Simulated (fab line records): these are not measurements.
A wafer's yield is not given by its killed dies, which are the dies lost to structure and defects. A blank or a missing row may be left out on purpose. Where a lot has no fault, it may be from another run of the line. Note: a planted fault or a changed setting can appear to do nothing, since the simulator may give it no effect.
Which tool is to blame? ; flow sky130 ; 13 lots, 37 wafers sampled, at 5 steps of a route of 708

== WHAT THE GAUGES READ, wafer by wafer ==
SKY_VIA2_OVL_MEAS_13. Usual: VIA2_OVL -1 nm, standard deviation 5.
lot;measured;on;VIA2_OVL (nm);flag
L665;day 36 00:17;overlay-01;1 1 3;
L666;day 36 03:47;overlay-01;-4 -3 -8;
L667;day 36 17:14;overlay-01;3 0 -3;
L668;day 36 21:26;overlay-02;0 -10 -1;
L669;day 37 04:38;overlay-01;-3 1 -9;
L671;day 37 23:51;overlay-02;0 2 -4;
L674;day 39 23:40;overlay-01;2 -4 0;
L675;day 40 00:44;overlay-02;-1 -2 -7;
L676;day 40 08:54;overlay-01;-4 -14 -7;
L677;day 40 17:29;overlay-02;-2 -3 -1;
L679;day 40 22:00;overlay-01;-4 1 1;
L681;day 41 05:29;overlay-02;-7;
L686;day 42 18:47;overlay-02;7 -4 9;

SKY_CAPM_OVL_MEAS_12. Usual: CAPM_OVL -0.2 nm, standard deviation 1.5.
lot;measured;on;CAPM_OVL (nm);flag
L665;day 37 03:49;overlay-02;0.0 1.7 1.3;
L666;day 37 06:28;overlay-02;1.6 1.9 0.8;
L667;day 37 20:03;overlay-01;-2.0 -2.3 -3.3;
L668;day 38 00:46;overlay-01;-1.6 -0.3 0.7;
L669;day 38 07:30;overlay-02;2.0 1.3 2.3;
L671;day 39 02:46;overlay-01;0.0 0.8 -0.5;
L674;day 41 01:04;overlay-02;1.8 2.8 0.2;
L675;day 41 02:31;overlay-02;-1.6 -2.2 -0.5;
L676;day 41 09:49;overlay-01;-1.6 -2.6;
L677;day 41 19:25;overlay-01;0.1 -0.2 -0.9;
L679;day 41 23:08;overlay-02;1.1;
L681;day 42 07:04;overlay-01;1.4;
L686;day 43 19:13;overlay-01;-1.6 -2.7 -1.4;

== EACH LOT AND THE TOOL THAT RAN IT (in order: tool; ch and the chambers of the sampled wafers; start) ==
lot;SKY_METAL1_SPUTTER_03;SKY_VIA2_CMP_02;SKY_VIA2_ETCH_15
L665;pvd sputter-01, day 31 10:11;cmp-01 ch 0,2,3, day 34 21:18;rie diel-03 ch 0,1,2, day 36 00:21
L666;pvd sputter-04, day 31 11:44;cmp-01 ch 1,3, day 35 01:21;rie diel-01 ch 1,3, day 36 03:51
L667;pvd sputter-04, day 32 02:55;cmp-01 ch 0,1,2, day 35 14:52;rie diel-04 ch 0,1,2, day 36 17:18
L668;pvd sputter-02, day 32 07:23;cmp-02 ch 0,1,2, day 35 18:34;rie diel-01 ch 1,2, day 36 21:30
L669;pvd sputter-04, day 32 15:55;cmp-02 ch 0,2, day 36 02:16;rie diel-03 ch 1,2, day 37 04:42
L671;pvd sputter-02, day 33 11:22;cmp-02 ch 1,2,3, day 36 21:59;rie diel-01 ch 0,1,2, day 37 23:55
L674;pvd sputter-04, day 35 13:01;cmp-01 ch 0,3, day 38 21:48;rie diel-01 ch 1,2,3, day 39 23:43
L675;pvd sputter-02, day 35 13:16;cmp-01 ch 2,3, day 38 23:28;rie diel-03 ch 0,1,2, day 40 00:49
L676;pvd sputter-01, day 35 23:19;cmp-01 ch 0,1,3, day 39 07:40;rie diel-04 ch 2,3, day 40 08:58
L677;pvd sputter-04, day 36 09:14;cmp-02 ch 0,1,2, day 39 17:02;rie diel-04 ch 1,2,3, day 40 17:34
L679;pvd sputter-01, day 36 13:56;cmp-01 ch 0,1,3, day 39 20:55;rie diel-01 ch 0,1,3, day 40 22:05
L681;pvd sputter-01, day 36 22:13;cmp-01 ch 2, day 40 06:18;rie diel-04 ch 1, day 41 05:34
L686;pvd sputter-02, day 38 12:53;cmp-02 ch 0,1, day 41 18:53;rie diel-04 ch 1,2, day 42 18:52
- SKY_METAL1_SPUTTER_03: material Ti, target thk 5 nm, time 3.3 s.
- SKY_VIA2_CMP_02: polishes SiO2.
- SKY_VIA2_ETCH_15: etches SiO2 in C4F8/O2/Ar, stops on TiN, target depth 546 nm, time 84 s.

== AS READ BY THE TOOLS THEMSELVES (means over the sampled wafers that have a number; for cases with no such wafer, the mark the record gives instead) ==
SKY_METAL1_SPUTTER_03. Usual: 29.5 % for throttle valve pct, sd 0.9.
lot;tool;throttle valve pct (%);flag
L665;pvd sputter-01;28.9;
L666;pvd sputter-04;29.4;
L667;pvd sputter-04;30.4;
L668;pvd sputter-02;29.1;
L669;pvd sputter-04;30.9;
L671;pvd sputter-02;28.9;
L674;pvd sputter-04;29.3;
L675;pvd sputter-02;29.1;
L676;pvd sputter-01;29.6;
L677;pvd sputter-04;29.4;
L679;pvd sputter-01;29.7;
L681;pvd sputter-01;29.3;
L686;pvd sputter-02;29.0;

SKY_VIA2_CMP_02. Usual: 11.7 A for motor current A, sd 0.78.
lot;tool;motor current A (A);flag
L665;cmp-01;12.0;
L666;cmp-01;12.1;
L667;cmp-01;11.6;
L668;cmp-02;11.9;
L669;cmp-02;11.5;
L671;cmp-02;11.1;
L674;cmp-01;10.9;
L675;cmp-01;12.6;
L676;cmp-01;10.9;
L677;cmp-02;11.2;
L679;cmp-01;11.0;
L681;cmp-01;12.9;
L686;cmp-02;11.5;

SKY_VIA2_ETCH_15. Usual: 0.939 a.u. for oes product au, sd 0.0044.
lot;tool;oes product au (a.u.);flag
L665;rie diel-03;0.944;
L666;rie diel-01;0.942;
L667;rie diel-04;0.940;
L668;rie diel-01;0.938;
L669;rie diel-03;0.938;
L671;rie diel-01;0.939;
L674;rie diel-01;0.938;
L675;rie diel-03;0.938;
L676;rie diel-04;0.964;OFF
L677;rie diel-04;0.941;
L679;rie diel-01;0.976;OFF
L681;rie diel-04;0.936;
L686;rie diel-04;0.939;

== THE ANSWER, worked out from the rows above alone ==
Rule: take the mean of a lot's wafers that have a number; if it is more than 3 standard deviations from the usual mean, the lot is off. A lot without any number at a reading at which 4 lots or more have one is off too. Any other lot the step has rows for is counted as sound. The gauges are gone through in route order, then the tools' own readings, and for those a lot's mean is taken as printed above. The first step at which some lot is off is used, and at that step the reading that is off furthest; a lot without a number counts as furthest.
Off at SKY_VIA2_ETCH_15 (oes product au): L676, L679.
If a tool, at that step or one of the process steps before it, ran each lot that is off and ran no sound lot following the first of them, it fits. No candidate that was tried fits.

== WHAT THE SIMULATOR PUT IN ==
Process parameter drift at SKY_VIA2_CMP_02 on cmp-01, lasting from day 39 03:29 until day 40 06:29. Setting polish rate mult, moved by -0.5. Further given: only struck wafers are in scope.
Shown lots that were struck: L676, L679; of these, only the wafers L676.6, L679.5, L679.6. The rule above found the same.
